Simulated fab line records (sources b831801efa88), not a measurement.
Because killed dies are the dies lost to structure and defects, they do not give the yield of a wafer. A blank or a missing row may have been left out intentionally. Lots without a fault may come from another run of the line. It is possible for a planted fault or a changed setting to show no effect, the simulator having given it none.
What tool caused it? :: flow sfq-line :: 14 lots with 42 wafers sampled at 4 steps, on a route of 325 steps

## WHAT EACH GAUGE READ, for each wafer
SFQ_M3_RS_MEAS_919: measures by four-point-probe. Usual: M3_NB_RS gives 0.890 ohm/sq (standard deviation 0.0085).
lot: L239
measured: day 43 11:11
on: film-metro-04
M3_NB_RS (ohm/sq): 0.883 0.892 0.881
flag: 

lot: L240
measured: day 43 18:13
on: film-metro-03
M3_NB_RS (ohm/sq): 0.901 0.912 0.901
flag: 

lot: L241
measured: day 44 11:52
on: film-metro-01
M3_NB_RS (ohm/sq): 0.893 0.889 0.905
flag: 

lot: L242
measured: day 44 19:02
on: film-metro-01
M3_NB_RS (ohm/sq): 0.888 0.897 0.892
flag: 

lot: L247
measured: day 46 19:18
on: film-metro-04
M3_NB_RS (ohm/sq): 0.441 0.441 0.439
flag: OFF

lot: L248
measured: day 47 03:37
on: film-metro-01
M3_NB_RS (ohm/sq): 0.449 0.446 0.444
flag: OFF

lot: L255
measured: day 49 11:52
on: film-metro-03
M3_NB_RS (ohm/sq): 0.892 0.892 0.890
flag: 

lot: L256
measured: day 49 22:28
on: film-metro-04
M3_NB_RS (ohm/sq): 0.902 0.891 0.893
flag: 

lot: L257
measured: day 50 11:47
on: film-metro-03
M3_NB_RS (ohm/sq): 0.884 0.874 0.877
flag: 

lot: L258
measured: day 51 07:07
on: film-metro-04
M3_NB_RS (ohm/sq): 0.893 0.896 0.889
flag: 

lot: L259
measured: day 51 13:10
on: film-metro-04
M3_NB_RS (ohm/sq): 0.890 0.888 0.891
flag: 

lot: L260
measured: day 51 20:57
on: film-metro-01
M3_NB_RS (ohm/sq): 0.885 0.899 0.891
flag: 

lot: L261
measured: day 52 06:06
on: film-metro-04
M3_NB_RS (ohm/sq): 0.890 0.892 0.891
flag: 

lot: L262
measured: day 52 13:16
on: film-metro-04
M3_NB_RS (ohm/sq): 0.892 0.885 0.897
flag: 

SFQ_M3_OVL_MEAS_921. Usual: M3_OVL gives 1 nm (standard deviation 4.7).
lot: L239
measured: day 43 16:56
on: overlay-02
M3_OVL (nm): 4 11 6
flag: 

lot: L240
measured: day 43 20:39
on: overlay-01
M3_OVL (nm): -4 -7 -4
flag: 

lot: L241
measured: day 44 15:10
on: overlay-01
M3_OVL (nm): -4 -3 -5
flag: 

lot: L242
measured: day 44 21:28
on: overlay-02
M3_OVL (nm): -1 4 -1
flag: 

lot: L247
measured: day 46 21:41
on: overlay-01
M3_OVL (nm): 5 9 5
flag: 

lot: L248
measured: day 47 06:03
on: overlay-01
M3_OVL (nm): 0 -5 -5
flag: 

lot: L255
measured: day 55 07:03
on: overlay-02
M3_OVL (nm): -7 -4 2
flag: 

lot: L256
measured: day 55 16:47
on: overlay-01
M3_OVL (nm): 6 9 8
flag: 

lot: L257
measured: day 56 04:47
on: overlay-02
M3_OVL (nm): 5 3 -1
flag: 

lot: L258
measured: day 56 17:59
on: overlay-02
M3_OVL (nm): 1 -2 7
flag: 

lot: L259
measured: day 57 02:31
on: overlay-02
M3_OVL (nm): -1 -4 2
flag: 

lot: L260
measured: day 57 09:43
on: overlay-01
M3_OVL (nm): -5 -4 -4
flag: 

lot: L261
measured: day 57 18:14
on: overlay-02
M3_OVL (nm): 0 -5 -4
flag: 

lot: L262
measured: day 58 02:38
on: overlay-01
M3_OVL (nm): -3 -7 -4
flag: 

## TOOL THAT RAN EACH LOT (tool first, then ch and the chambers of the sampled wafers, then the start)
lot: L239
SFQ_TRILAYER_I2_METRO_MEASURE_065: film-metro-03, day 38 01:13
SFQ_TRILAYER_M3_DEP_SPUTTER_073: pvd-sputter-03, day 43 11:06

lot: L240
SFQ_TRILAYER_I2_METRO_MEASURE_065: film-metro-03, day 38 09:13
SFQ_TRILAYER_M3_DEP_SPUTTER_073: pvd-sputter-04, day 43 18:08

lot: L241
SFQ_TRILAYER_I2_METRO_MEASURE_065: film-metro-04, day 39 00:25
SFQ_TRILAYER_M3_DEP_SPUTTER_073: pvd-sputter-06, day 44 11:45

lot: L242
SFQ_TRILAYER_I2_METRO_MEASURE_065: film-metro-04, day 39 04:13
SFQ_TRILAYER_M3_DEP_SPUTTER_073: pvd-sputter-06, day 44 18:57

lot: L247
SFQ_TRILAYER_I2_METRO_MEASURE_065: film-metro-02, day 40 23:47
SFQ_TRILAYER_M3_DEP_SPUTTER_073: pvd-sputter-06, day 46 18:52

lot: L248
SFQ_TRILAYER_I2_METRO_MEASURE_065: film-metro-03, day 41 09:10
SFQ_TRILAYER_M3_DEP_SPUTTER_073: pvd-sputter-04, day 47 03:16

lot: L255
SFQ_TRILAYER_I2_METRO_MEASURE_065: film-metro-02, day 43 11:26
SFQ_TRILAYER_M3_DEP_SPUTTER_073: pvd-sputter-06, day 49 11:47

lot: L256
SFQ_TRILAYER_I2_METRO_MEASURE_065: film-metro-04, day 43 22:56
SFQ_TRILAYER_M3_DEP_SPUTTER_073: pvd-sputter-03, day 49 22:23

lot: L257
SFQ_TRILAYER_I2_METRO_MEASURE_065: film-metro-02, day 44 11:57
SFQ_TRILAYER_M3_DEP_SPUTTER_073: pvd-sputter-06, day 50 11:42

lot: L258
SFQ_TRILAYER_I2_METRO_MEASURE_065: film-metro-02, day 45 08:57
SFQ_TRILAYER_M3_DEP_SPUTTER_073: pvd-sputter-06, day 51 07:02

lot: L259
SFQ_TRILAYER_I2_METRO_MEASURE_065: film-metro-03, day 45 17:09
SFQ_TRILAYER_M3_DEP_SPUTTER_073: pvd-sputter-03, day 51 13:02

lot: L260
SFQ_TRILAYER_I2_METRO_MEASURE_065: film-metro-03, day 46 00:09
SFQ_TRILAYER_M3_DEP_SPUTTER_073: pvd-sputter-06, day 51 20:50

lot: L261
SFQ_TRILAYER_I2_METRO_MEASURE_065: film-metro-02, day 46 08:21
SFQ_TRILAYER_M3_DEP_SPUTTER_073: pvd-sputter-03, day 52 05:57

lot: L262
SFQ_TRILAYER_I2_METRO_MEASURE_065: film-metro-03, day 46 17:57
SFQ_TRILAYER_M3_DEP_SPUTTER_073: pvd-sputter-04, day 52 13:09
- SFQ_TRILAYER_I2_METRO_MEASURE_065
- SFQ_TRILAYER_M3_DEP_SPUTTER_073: material Nb, target thk 200 nm, time 133.3 s.

## AS READ BY THE TOOLS THEMSELVES (means over the sampled wafers that have a number; for cases with no such wafer, the mark the record gives instead)
SFQ_TRILAYER_I2_METRO_MEASURE_065. Usual: thk-nm 200.0 nm, standard deviation 0.8.
lot: L239
tool: film-metro-03
thk-nm (nm): 200.5
flag: 

lot: L240
tool: film-metro-03
thk-nm (nm): 201.1
flag: 

lot: L241
tool: film-metro-04
thk-nm (nm): 198.7
flag: 

lot: L242
tool: film-metro-04
thk-nm (nm): 200.7
flag: 

lot: L247
tool: film-metro-02
thk-nm (nm): 199.9
flag: 

lot: L248
tool: film-metro-03
thk-nm (nm): 199.7
flag: 

lot: L255
tool: film-metro-02
thk-nm (nm): 199.4
flag: 

lot: L256
tool: film-metro-04
thk-nm (nm): 200.7
flag: 

lot: L257
tool: film-metro-02
thk-nm (nm): 198.3
flag: 

lot: L258
tool: film-metro-02
thk-nm (nm): 199.0
flag: 

lot: L259
tool: film-metro-03
thk-nm (nm): 200.3
flag: 

lot: L260
tool: film-metro-03
thk-nm (nm): 201.1
flag: 

lot: L261
tool: film-metro-02
thk-nm (nm): 199.8
flag: 

lot: L262
tool: film-metro-03
thk-nm (nm): 199.7
flag: 

SFQ_TRILAYER_M3_DEP_SPUTTER_073. Usual: throttle-valve-pct 29.8 %, standard deviation 0.98.
lot: L239
tool: pvd-sputter-03
throttle-valve-pct (%): 30.2
flag: 

lot: L240
tool: pvd-sputter-04
throttle-valve-pct (%): 29.4
flag: 

lot: L241
tool: pvd-sputter-06
throttle-valve-pct (%): 28.9
flag: 

lot: L242
tool: pvd-sputter-06
throttle-valve-pct (%): 30.1
flag: 

lot: L247
tool: pvd-sputter-06
throttle-valve-pct (%): 30.4
flag: 

lot: L248
tool: pvd-sputter-04
throttle-valve-pct (%): 29.9
flag: 

lot: L255
tool: pvd-sputter-06
throttle-valve-pct (%): 30.1
flag: 

lot: L256
tool: pvd-sputter-03
throttle-valve-pct (%): 29.4
flag: 

lot: L257
tool: pvd-sputter-06
throttle-valve-pct (%): 28.8
flag: 

lot: L258
tool: pvd-sputter-06
throttle-valve-pct (%): 29.9
flag: 

lot: L259
tool: pvd-sputter-03
throttle-valve-pct (%): 29.8
flag: 

lot: L260
tool: pvd-sputter-06
throttle-valve-pct (%): 29.8
flag: 

lot: L261
tool: pvd-sputter-03
throttle-valve-pct (%): 29.6
flag: 

lot: L262
tool: pvd-sputter-04
throttle-valve-pct (%): 29.2
flag: 

## THE ANSWER, worked out from the rows above alone
Rule: a lot is off if the mean of its wafers that have a number lies more than 3 standard deviations from the usual mean. A lot without any number at a reading at which 4 lots or more have one is off too. Any other lot the step has rows for is counted as sound. After the gauges, taken in route order, come the tools' own readings; for these a lot's mean is taken, as printed above. The first step at which some lot is off is used, and at that step the reading that is off furthest; a lot without a number counts as furthest.
Off: L247, L248, at SFQ_M3_RS_MEAS_919 (M3_NB_RS).
If a tool, at a process step before that reading, ran all the lots that are off and no sound lot after the first of them, it fits. Those tools and the gauges at SFQ_M3_RS_MEAS_919 are tried in the same way. Not one of the candidates tried fits.

## WHAT HAD BEEN PUT IN BY THE SIMULATOR
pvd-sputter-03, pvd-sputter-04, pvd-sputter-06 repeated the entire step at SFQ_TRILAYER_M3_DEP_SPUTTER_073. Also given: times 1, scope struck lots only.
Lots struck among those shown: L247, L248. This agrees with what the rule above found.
